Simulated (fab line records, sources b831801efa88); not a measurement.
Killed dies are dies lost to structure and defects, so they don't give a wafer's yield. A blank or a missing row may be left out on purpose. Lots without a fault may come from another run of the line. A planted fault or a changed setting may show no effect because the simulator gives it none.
A struck lot beside a sound one | flow gf180mcu | 42 steps out of a route of 602
Sound: wafers L658.2, L658.3, L658.5. Struck: wafers L668.2, L668.3, L668.6. The cause comes at the end.
At each step with rows: each side's tool, then ch and its chambers, then its first start. Under that, the readings that differ: sound wafers | struck wafers | difference of the means | sigmas: that difference in standard deviations of wafers without a fault.
alike: readings whose means differ by less than 2 such deviations, and words and numbers that are the same on both sides. not compared: withheld readings, readings that some wafer has no value for, bounds like >300 that may hide the same value, and numbers for which the record gives no deviation and whose values overlap.
The two part at a step that has a row with sigmas, a row that says differs or no value, or rows on one side only. Numbers that don't overlap but have no deviation are shown without sigmas and don't part them. A reading that every wafer of one side lacks parts them only if that side has two wafers or more.

first, 2 steps without rows for these wafers: GF_MVSD_IMPLANT_08; GF_MVSD_IMPLANT_09.
GF_MVSD_STRIP_10: strips in O2/N2.
  sound on plasma_asher-03 ch 0, day 5 21:31; struck on plasma_asher-01 ch 0,1, day 8 03:58
  alike: drypump_motor_current_A, heater_power_w, n2_flow_sccm, oes_product_au, strip_time_to_endpoint_s
  not compared: rf_hours_counter_h
GF_MVSD_TW_MEAS_11:
  sound on film_metro-03, day 5 21:38; struck on film_metro-01, day 8 04:05
  reading | sound          | struck         | difference | sigmas
  MVSD_TW | 1594 1592 1598 | 1565 1572 1575 | -24        | -2
then, 7 steps without rows for these wafers: GF_MVPSD_DEHYDRATE_00 (time 60 s); GF_MVPSD_HMDS_01 (prime time 60 s); GF_MVPSD_COAT_02 (resist thk 3000 nm); GF_MVPSD_SOFTBAKE_03; GF_MVPSD_EXPOSE_04 (exposes mask MVPSD, target cd 1000 nm); GF_MVPSD_PEB_05; GF_MVPSD_DEVELOP_06 (develop time 60 s).
GF_MVPSD_OVL_MEAS_07:
  sound on overlay-01, day 6 11:08; struck on overlay-02, day 8 19:59
  alike: MVPSD_OVL
GF_MVPSD_IMPLANT_08:
  sound on implanter-03 ch 0, day 6 11:11; struck on implanter-03 ch 0, day 8 20:02
  reading            | sound             | struck            | difference | sigmas
  tilt_deg (degrees) | 0.006 0.024 0.011 | 3.636 3.630 3.681 | +3.635     | +99 or more
then, 1 step without rows for these wafers: GF_MVPSD_IMPLANT_09.
GF_MVPSD_STRIP_10: strips in O2/N2.
  sound on plasma_asher-02 ch 0,1, day 6 11:28; struck on plasma_asher-01 ch 1, day 8 20:19
  alike: drypump_motor_current_A, heater_power_w, n2_flow_sccm, oes_product_au, strip_time_to_endpoint_s
  not compared: rf_hours_counter_h
GF_MVPSD_TW_MEAS_11:
  sound on film_metro-03, day 6 11:34; struck on film_metro-01, day 8 20:39
  reading  | sound       | struck      | difference | sigmas
  MVPSD_TW | 559 557 562 | 601 603 606 | +44        | +9
  not compared: hold
then, 6 steps without rows for these wafers: GF_VT_IMPLANT_HMDS_01 (prime time 60 s); GF_VT_IMPLANT_COAT_02 (resist thk 1000 nm); GF_VT_IMPLANT_SOFTBAKE_03 (time 60 s); GF_VT_IMPLANT_EXPOSE_04 (exposes mask LVPWELL LV AREA, target cd 600 nm); GF_VT_IMPLANT_PEB_05; GF_VT_IMPLANT_DEVELOP_06 (develop time 60 s).
GF_VT_IMPLANT_OVL_MEAS_07:
  sound on overlay-01, day 7 01:35; struck on overlay-01, day 9 13:32
  alike: VT_IMPLANT_OVL
then, 1 step without rows for these wafers: GF_VT_IMPLANT_IMPLANT_08.
GF_VT_IMPLANT_STRIP_09: strips in O2/N2.
  sound on plasma_asher-03 ch 0,1, day 7 01:46; struck on plasma_asher-02 ch 0, day 9 13:43
  reading            | sound       | struck      | difference | sigmas
  heater_power_w (W) | 311 341 347 | 478 485 478 | +147       | +2
  alike: drypump_motor_current_A, n2_flow_sccm, oes_product_au, strip_time_to_endpoint_s
  not compared: rf_hours_counter_h
GF_VT_IMPLANT_TW_MEAS_10:
  sound on film_metro-01, day 7 01:53; struck on film_metro-01, day 9 13:49
  alike: VT_IMPLANT_TW
then, 7 steps without rows for these wafers: GF_VT_IMPLANT_DEHYDRATE_11 (time 60 s); GF_VT_IMPLANT_HMDS_12 (prime time 60 s); GF_VT_IMPLANT_COAT_13 (resist thk 1000 nm); GF_VT_IMPLANT_SOFTBAKE_14 (time 60 s); GF_VT_IMPLANT_EXPOSE_15 (exposes mask Nwell LV AREA, target cd 860 nm); GF_VT_IMPLANT_PEB_16; GF_VT_IMPLANT_DEVELOP_17 (develop time 60 s).
GF_VT_IMPLANT_OVL_MEAS_18:
  sound on overlay-02, day 7 17:10; struck on overlay-02, day 10 06:41
  alike: VT_IMPLANT_01_OVL
then, 1 step without rows for these wafers: GF_VT_IMPLANT_IMPLANT_19.
GF_VT_IMPLANT_STRIP_20: strips in O2/N2.
  sound on plasma_asher-02 ch 1, day 7 17:20; struck on plasma_asher-04 ch 0, day 10 06:52
  reading                      | sound             | struck            | difference | sigmas
  strip_time_to_endpoint_s (s) | 12.60 12.62 12.62 | 12.67 12.70 12.69 | +0.07      | +2
  alike: drypump_motor_current_A, heater_power_w, n2_flow_sccm, oes_product_au
  not compared: rf_hours_counter_h
GF_VT_IMPLANT_TW_MEAS_21:
  sound on film_metro-02, day 7 17:27; struck on film_metro-03, day 10 06:58
  reading         | sound          | struck         | difference | sigmas
  VT_IMPLANT_2_TW | 1205 1206 1209 | 1231 1231 1228 | +23        | +2
then, 4 steps without rows for these wafers: GF_VT_IMPLANT_DEHYDRATE_22 (time 60 s); GF_VT_IMPLANT_HMDS_23 (prime time 60 s); GF_VT_IMPLANT_COAT_24 (resist thk 1000 nm); GF_VT_IMPLANT_SOFTBAKE_25 (time 60 s).
GF_VT_IMPLANT_RS_MEAS_49: measures by four-point-probe.
  sound on film_metro-04, day 9 01:02; struck on film_metro-04, day 11 20:22
  reading           | sound                | struck               | difference | sigmas
  MVPSD_RS (ohm/sq) | 1166.4 1163.3 1169.3 | 1331.2 1329.8 1328.5 | +163.5     | +56
  not compared: hold

WHERE THEY PART
First at GF_MVSD_TW_MEAS_11; last, within this record, at GF_VT_IMPLANT_RS_MEAS_49.

WHY: what the simulator had put in
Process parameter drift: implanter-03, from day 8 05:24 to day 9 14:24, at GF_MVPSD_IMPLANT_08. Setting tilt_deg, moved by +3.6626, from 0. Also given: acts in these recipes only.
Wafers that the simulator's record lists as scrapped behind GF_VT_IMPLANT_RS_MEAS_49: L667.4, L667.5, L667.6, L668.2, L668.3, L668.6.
